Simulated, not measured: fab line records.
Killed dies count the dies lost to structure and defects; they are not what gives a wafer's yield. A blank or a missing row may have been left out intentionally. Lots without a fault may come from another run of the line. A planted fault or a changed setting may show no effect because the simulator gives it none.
Chamber matching    flow sky130    SKY_VIA3_CMP_02 on cmp-02: 4 sister chambers
The step polishes SiO2. 22 wafers are shown with their chamber, then 11 later ones without.

WAFERS, EACH WITH ITS CHAMBER
wafer   chamber  motor current A (A)  slurry flow ml min  platen rpm (rpm)
L074.3  3        13.4                 150.4               59.99
L074.5  0        11.2                 150.0               60.00
L074.6  1        11.9                 150.1               60.01
L075.1  2        12.3                 149.9               60.06
L075.2  1        12.2                 149.9               60.03
L075.5  2        12.7                 149.7               60.16
L076.2  1        11.9                 150.2               59.98
L076.3  2        12.8                 150.6               60.03
L076.5  2        12.6                 149.8               59.96
L082.3  1        12.5                 149.8               59.97
L082.5  2        13.2                 150.4               60.01
L082.6  1        12.0                 150.0               60.02
L083.1  0        11.7                 150.1               59.98
L083.2  1        12.7                 149.0               59.99
L083.5  3        13.1                 149.5               60.04
L084.2  1        11.2                 149.7               60.03
L084.4  0        11.8                 151.2               59.97
L084.6  1        11.9                 149.1               60.00
L088.1  2        12.3                 150.0               59.98
L088.2  0        11.5                 150.6               60.01
L088.5  0        11.5                 150.1               60.02
L089.1  1        12.1                 150.4               60.02

SIGNATURES, as means of the wafers listed above
reading             chamber 0  chamber 1  chamber 2  chamber 3  scatter within a chamber
motor current A     11.540     12.044     12.650     13.250     0.355
slurry flow ml min  150.400    149.800    150.067    149.950    0.463
platen rpm          59.9960    60.0056    60.0333    60.0150    0.0424
Rule: for each reading, subtract the chamber's mean from the wafer's reading, divide by that reading's scatter and square the result; add these up over the readings and take the root, which gives the wafer's distance from the chamber. If the next closest chamber is less than 2 further off than the closest, the wafer can't be placed; otherwise it belongs to the closest. The scatter is the square root of a quotient: the sum, over the shown wafers, of each reading's squared deviation from its chamber's mean, divided by wafers minus chambers.

WAFERS WHOSE CHAMBER IS MISSING
wafer   motor current A (A)  slurry flow ml min  platen rpm (rpm)
L089.4  12.9                 150.1               59.98
L089.6  11.3                 150.0               59.98
L090.1  13.6                 150.6               60.02
L090.2  11.9                 149.7               59.98
L090.5  12.2                 149.9               60.02
L096.3  14.0                 150.7               60.01
L096.4  12.0                 150.1               60.03
L096.5  11.2                 150.1               60.11
L095.3  11.9                 150.3               59.95
L095.4  13.0                 150.6               59.96
L095.5  12.5                 149.5               59.96

EACH ONE'S CHAMBER
wafer   from the rows above                in truth
L089.4  can't be placed: 3 or 2 or 1       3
L089.6  can't be placed: 0 or 1            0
L090.1  can't be placed: 3 or 2            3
L090.2  can't be placed: 1 or 0 or 2       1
L090.5  can't be placed: 1 or 2 or 0       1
L096.3  can't be placed: 3 or 2            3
L096.4  can't be placed: 1 or 0 or 2       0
L096.5  can't be placed: 0 or 1 or 2       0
L095.3  can't be placed: 0 or 1 or 2       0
L095.4  can't be placed: 3 or 2 or 1       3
L095.5  can't be placed: 1 or 2 or 3 or 0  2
Correctly placed: 0 of 11. These rows do not allow placing 11 (true chamber among the candidates in 11). Wrongly placed: 0.
